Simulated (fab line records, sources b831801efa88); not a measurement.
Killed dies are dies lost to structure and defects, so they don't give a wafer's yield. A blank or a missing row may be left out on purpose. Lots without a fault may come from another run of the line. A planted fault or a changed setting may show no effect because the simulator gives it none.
Which tool did it? | flow gf180mcu | 6 lots, 18 wafers sampled, at 1 step of a route of 602

WHAT THE GAUGES READ, wafer by wafer
GF_CONTACT_THK_MEAS_03.
lot  | measured     | on            | CONTACT_CVD_02_THK (nm)
L594 | day 15 09:53 | film_metro-04 | 855 862 867
L597 | day 16 12:16 | film_metro-02 | 860 858 862
L606 | day 20 05:27 | film_metro-03 | 848 852 855
L610 | day 21 11:23 | film_metro-03 | 871 880 860
L613 | day 22 15:12 | film_metro-02 | 844 865 865
L616 | day 23 10:23 | film_metro-02 | 865 867 869

WHICH TOOL RAN EACH LOT (tool, then ch and the chambers of the sampled wafers, then the start)
The record holds no process step before these readings.

THE ANSWER, worked out from the rows above alone
Rule: what is usual is taken from the lots themselves. Put in order of their means at a reading, lots are off if they are a third of the lots or fewer, leave a main group of 4 or more, and stand apart from it by a gap of 3 or more times the standard deviation of the main group's means; of several such gaps the widest counts. A main group whose means are all the same, to the digits that the tables above print for the reading, isn't used. A lot without any number at a reading at which 4 lots or more have one is off too. The other lots that the step has rows for count as sound.
No lot is off at any reading shown: from this, nothing can be told.

WHAT THE SIMULATOR HAD PUT IN
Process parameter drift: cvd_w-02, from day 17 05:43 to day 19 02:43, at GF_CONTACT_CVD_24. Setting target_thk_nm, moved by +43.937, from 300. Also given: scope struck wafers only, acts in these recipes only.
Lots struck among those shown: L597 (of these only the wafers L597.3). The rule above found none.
